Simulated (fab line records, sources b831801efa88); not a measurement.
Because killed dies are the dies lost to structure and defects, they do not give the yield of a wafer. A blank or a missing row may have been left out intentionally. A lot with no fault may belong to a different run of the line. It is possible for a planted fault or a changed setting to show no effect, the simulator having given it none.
Comparing a struck lot with a sound one    flow gf180mcu    15 out of 602 route steps
Sound: these wafers, L148.1, L148.2. The struck wafers were L152.1, L152.5, L152.6. Last of all comes the cause.
Per side, at each step with rows, come the tool, then ch with its chambers, and then its first start. Under that, the readings that differ: sound wafers    struck wafers    difference of the means    sigmas: that difference in standard deviations of wafers without a fault.
alike: readings with means less than 2 such deviations apart, plus words and numbers identical on both sides. not compared: withheld readings, readings lacking a value on some wafer, bounds such as >300 that could conceal the same value, and numbers that have no deviation in the record and whose values overlap.
Wherever a step has rows on one side only, a row that says differs or no value, or a row with sigmas, the two part there. Numbers that have no deviation but don't overlap get no sigmas and don't part them. A reading that every wafer of one side lacks parts them only if that side has two wafers or more.

first, 3 steps without rows for these wafers: GF_V1_EXPOSE_11 (exposes mask Via1, target cd 260 nm); GF_V1_PEB_12 (peb time 90 s); GF_V1_DEVELOP_13 (develop time 60 s).
GF_V1_CD_MEAS_14 targets a cd of 260 nm.
  sound on cd sem-01, day 23 05:13; struck on cd sem-02, day 24 00:43
  alike: cd nm
GF_V1_OVL_MEAS_15:
  sound on overlay-01, day 23 05:20; struck on overlay-02, day 24 00:50
  alike: V1_OVL
GF_V1_ETCH_16: etches BARC in N2/H2.
  sound on rie diel-01 ch 1,2, day 23 05:22; struck on rie diel-01 ch 2,3, day 24 00:52
  alike: drypump motor current A, n2 flow sccm, oes product au, rf fwd power W, throttle valve pct
GF_V1_ETCH_17: etches SiO2 in C4F8/O2/Ar, stops on TiN, target depth 630 nm.
  sound: rie diel-01 ch 1,2; struck: rie diel-01 ch 2,3
  alike: oes product au, rf fwd power W
GF_V1_STRIP_18: strips in O2/N2.
  sound on plasma asher-03 ch 0,1, day 23 05:30; struck on plasma asher-03 ch 0,1, day 24 01:00
  alike: drypump motor current A, heater power w, n2 flow sccm, oes product au
  not compared: rf hours counter h
then, 2 steps without rows for these wafers: GF_V1_STRIP_19 (strips in post etch residue remover, time 1200 s); GF_V1_CLEAN_20 (cleans in DIW).
GF_V1_SPUTTER_21: material Ti, target thk 15 nm, time 80.02 s.
  sound on pvd sputter-03, day 23 06:02; struck on pvd sputter-02, day 24 01:34
  alike: cathode dc power W, throttle valve pct
GF_V1_SPUTTER_22: material TiN, target thk 10 nm, time 40 s.
  sound on pvd sputter-03, day 23 06:06; struck on pvd sputter-02, day 24 01:37
  alike: cathode dc power W, throttle valve pct
GF_V1_CVD_23: deposits W, target thk 350 nm, time 105.05 s.
  sound on cvd w-02 ch 0,1, day 23 06:08; struck on cvd w-02 ch 0,1, day 24 01:40
reading                           sound        struck           difference  sigmas
model.W_of_V1_CVD_23.thk nm (nm)  355.7 348.3  611.5 611.7 603  +256.7      
  alike: heater power w, susceptor temp C
GF_V1_RS_MEAS_24: measures by four-point-probe.
  sound on film metro-01, day 23 06:15; struck on film metro-02, day 24 04:33
reading           sound        struck             difference  sigmas
V1_W_RS (ohm/sq)  0.322 0.329  0.187 0.186 0.189  -0.138      -32
  not compared: hold
next, for these wafers, 1 step has no rows: GF_PASSIVATION_PROBE_99.

== WHERE THEY PART ==
Only at GF_V1_RS_MEAS_24, as far as this record shows.

WHY: the cause the simulator had injected
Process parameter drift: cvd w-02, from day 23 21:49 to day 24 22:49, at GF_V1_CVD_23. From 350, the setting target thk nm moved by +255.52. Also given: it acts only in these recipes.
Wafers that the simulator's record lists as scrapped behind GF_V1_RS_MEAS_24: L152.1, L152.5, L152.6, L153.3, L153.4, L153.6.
